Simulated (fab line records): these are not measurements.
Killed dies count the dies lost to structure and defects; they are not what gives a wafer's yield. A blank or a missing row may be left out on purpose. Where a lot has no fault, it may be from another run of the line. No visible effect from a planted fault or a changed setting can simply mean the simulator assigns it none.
Chamber matching ; flow gf180mcu ; GF_V5_CMP_04 on cmp-01: 4 sister chambers
The step polishes SiO2. 4 wafers are shown with their chamber, then 10 later ones without.

== WAFERS WITH THEIR CHAMBER ==
wafer;chamber;motor-current-A (A)
L132.6;3;10.4
L133.6;1;9.8
L134.1;0;11.5
L134.3;2;11.3

== WAFERS MISSING THEIR CHAMBER ==
wafer;motor-current-A (A)
L134.5;10.0
L142.2;10.5
L142.3;11.7
L142.6;11.9
L147.1;10.6
L147.5;12.4
L147.6;10.8
L149.3;12.2
L149.4;10.5
L149.6;11.7

== THE CHAMBER EACH PASSED THROUGH ==
wafer;from the rows above;in truth
L134.5;can't be placed: 1 or 3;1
L142.2;can't be placed: 3 or 1 or 2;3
L142.3;can't be placed: 0 or 2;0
L142.6;can't be placed: 0 or 2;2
L147.1;can't be placed: 3 or 2 or 1 or 0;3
L147.5;can't be placed: 0 or 2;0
L147.6;can't be placed: 3 or 2 or 0 or 1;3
L149.3;can't be placed: 0 or 2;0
L149.4;can't be placed: 3 or 1 or 2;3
L149.6;can't be placed: 0 or 2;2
0 of 10 placed correctly. Unplaceable from these rows: 10, with the true chamber sitting among the candidates in 10. Placed wrongly: 0.
How it was worked out, from the rows above alone: a wafer's distance from a chamber is the root of the sum, over the readings, of the square of ((its reading less the chamber's mean) divided by the reading's scatter). The wafer belongs to the nearest chamber; if the next one is less than 2 further off, it can't be placed. The mean given for a chamber averages the wafers shown for that chamber. The scatter: with one shown wafer a chamber, the root of the mean of the squares of how far each hidden wafer lies from its nearest shown one.
